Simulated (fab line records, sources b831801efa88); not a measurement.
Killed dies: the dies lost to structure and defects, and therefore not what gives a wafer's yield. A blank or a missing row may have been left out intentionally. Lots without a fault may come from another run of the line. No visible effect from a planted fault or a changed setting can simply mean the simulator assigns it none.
Code-filled problem report in 8D (eight disciplines) form :: flow gf180mcu :: the parts of the form that need people (team, actions taken, sign-off) are left out

== 1. WHAT WENT WRONG ==
At GF_SAB_WET_ETCH_12, run length s averages 272 s over 6 wafers from 2 lots, while fault-free wafers read 468 s, standard deviation 3.4. Measured from the usual mean, that is -58 standard deviations.
The step: etches SiO2 in dHF, target depth 22 nm, time 440 s.
Seen first at day 17 12:29 on wet bench-02, wafer L731.2. The record has a number at this step for 12 wafers belonging to 4 lots. By rule, "out" or "out of limits" means more than 4 standard deviations away from the usual mean. The other wafers with a number count as sound.

== 2. WHAT IT IS AND WHAT IT IS NOT ==
question: which readings at this step
is: run length s
is not: -

question: which lots
is: L731, L735
is not: L740, L744

question: which wafers of those lots
is: all that have a number
is not: -

question: read on which tools
is: wet bench-02
is not: wet bench-04

question: when
is: from day 17 12:29
is not: up to then (0 sound wafers); but 6 sound wafers of L740, L744 came after

== 3. WHAT RULES OUT EACH SUSPECT ==
Counting: any tool at a process step up to the reading is kept as a suspect provided that every lot that is out went through it and no sound lot did after the first of them.
- wet bench-02 at GF_SAB_WET_ETCH_12 (etches SiO2 in dHF, target depth 22 nm, time 440 s): ruled out as a lasting fault. Following L731 (day 17 12:29), the first lot on it that is out, the sound lots L744 were run on it.
Left after counting: nothing in the record.

== 4. THE CAUSE (what the simulator had put in) ==
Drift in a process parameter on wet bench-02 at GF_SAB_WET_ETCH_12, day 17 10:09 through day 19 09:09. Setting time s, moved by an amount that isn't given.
Counting ruled it out, wrongly.

== 5. THE CHAIN OF EFFECTS, in route order ==
Rows list readings where the struck wafers' mean (over those with a number) sits beyond 3 standard deviations from the usual. Scope: only readings with a usual standard deviation given in the record; hours: median across lots of the time from each lot's start at the first step in this table that gives one to its start at this step; sigmas: change in usual standard deviations.
hours: 0
step: GF_SAB_WET_ETCH_12
reading: run length s
usual: 468 s
on struck wafers: 272
change: -196
sigmas: -58
The process steps in it:
- GF_SAB_WET_ETCH_12: etches SiO2 in dHF, target depth 22 nm, time 440 s.

== 6. WHAT WOULD HAVE CAUGHT IT SOONER ==
The fault began at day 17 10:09; the first out-of-limits reading in this record came at day 17 12:29, 2 hours later.
